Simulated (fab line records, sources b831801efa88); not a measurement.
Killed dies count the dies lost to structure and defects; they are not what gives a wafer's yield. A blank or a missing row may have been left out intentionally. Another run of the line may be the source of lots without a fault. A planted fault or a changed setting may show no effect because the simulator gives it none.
One fault through the eyes of 2 desks / flow gf180mcu / every desk sees just its own numbers, and what lay behind them comes last

## DESK OF THE TOOL OWNER: rieSi-01
The tool's own readings at GF_POLY_GATE_ETCH_13 (etches poly-Si in HBr/Cl2, stops on SiO2, target depth 198.5 nm, time 69.6 s): means of the sampled wafers that have a number, for each lot that ran on this tool. The brackets show how far a lot's mean lies from the usual mean; more than 4 standard deviations puts the lot out of limits, marked OUT.
Columns: A = biasW at GF_POLY_GATE_ETCH_13, usual 100.0 W; B = drypumpMotorCurrentA at GF_POLY_GATE_ETCH_13, usual 5.7 A; C = mfcCl2Sccm at GF_POLY_GATE_ETCH_13, usual 49.98 sccm; D = oesProductAu at GF_POLY_GATE_ETCH_13, usual 0.989 a.u.; E = throttleValvePct at GF_POLY_GATE_ETCH_13, usual 33.684 %
lot=L859; first seen here=day 9 20:05; A=100.1; B=5.9; C=50.03; D=0.989; E=33.685
lot=L863; first seen here=day 11 07:53; A=99.9; B=6.2; C=49.91; D=0.982; E=33.683
lot=L867; first seen here=day 12 00:59; A=100.0; B=5.4; C=49.86; D=0.989; E=33.683
lot=L868; first seen here=day 12 07:08; A=100.3; B=6.1; C=50.05; D=0.994; E=33.670
lot=L869; first seen here=day 12 10:55; A=100.2; B=5.9; C=49.86; D=0.995; E=33.678
lot=L870; first seen here=day 12 15:25; A=96.3 (-12) OUT; B=5.8; C=50.09; D=0.987; E=33.682
lot=L880; first seen here=day 15 21:14; A=100.2; B=6.1; C=49.91; D=0.985; E=33.681
lot=L881; first seen here=day 16 08:11; A=99.9; B=6.1; C=50.07; D=0.989; E=33.693
Finding of this desk: L870 out of limits; the first was L870 at day 12 15:25, on biasW at GF_POLY_GATE_ETCH_13. L859, L863, L867, L868, L869, L880, L881: within limits.

## METROLOGY DESK
What the gauges read for every lot (on any tool): the sampled wafers with a number, averaged. The brackets show how far a lot's mean lies from the usual mean; more than 4 standard deviations puts the lot out of limits, marked OUT.
Columns: A = cdNm at GF_V2_CD_MEAS_14, usual 260.1 nm
lot=L859; first seen here=day 20 18:10; A=260.4
lot=L861; first seen here=day 21 07:34; A=258.7
lot=L863; first seen here=day 22 21:23; A=258.9
lot=L865; first seen here=day 23 00:18; A=259.6
lot=L866; first seen here=day 23 05:22; A=262.5
lot=L867; first seen here=day 23 22:49; A=258.4
lot=L869; first seen here=day 24 04:53; A=258.7
lot=L868; first seen here=day 24 06:26; A=257.5
lot=L870; first seen here=day 24 10:48; A=259.0
lot=L872; first seen here=day 25 08:28; A=262.1
lot=L880; first seen here=day 27 19:06; A=262.5
lot=L879; first seen here=day 27 20:52; A=260.9
lot=L881; first seen here=day 28 02:36; A=259.6
This desk found nothing out of limits on any of the 13 lots.

## BROUGHT TOGETHER
An alarm could have come from the tool owner's desk at day 12 15:25, on L870.
Nothing out of limits was seen by the metrology desk.
The metrology desk holds a record of L870, inside its limits.
Every lot named ran GF_POLY_GATE_ETCH_13 on rieSi-01.

## WHAT THE SIMULATOR HAD PUT IN
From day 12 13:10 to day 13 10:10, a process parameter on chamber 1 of rieSi-01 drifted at GF_POLY_GATE_ETCH_13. Setting biasW, moved by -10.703, from 100. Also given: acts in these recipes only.
Shown lots that were struck: L870.
Each desk's first reading out of limits, in hours after the fault started: the tool owner's desk, 2.
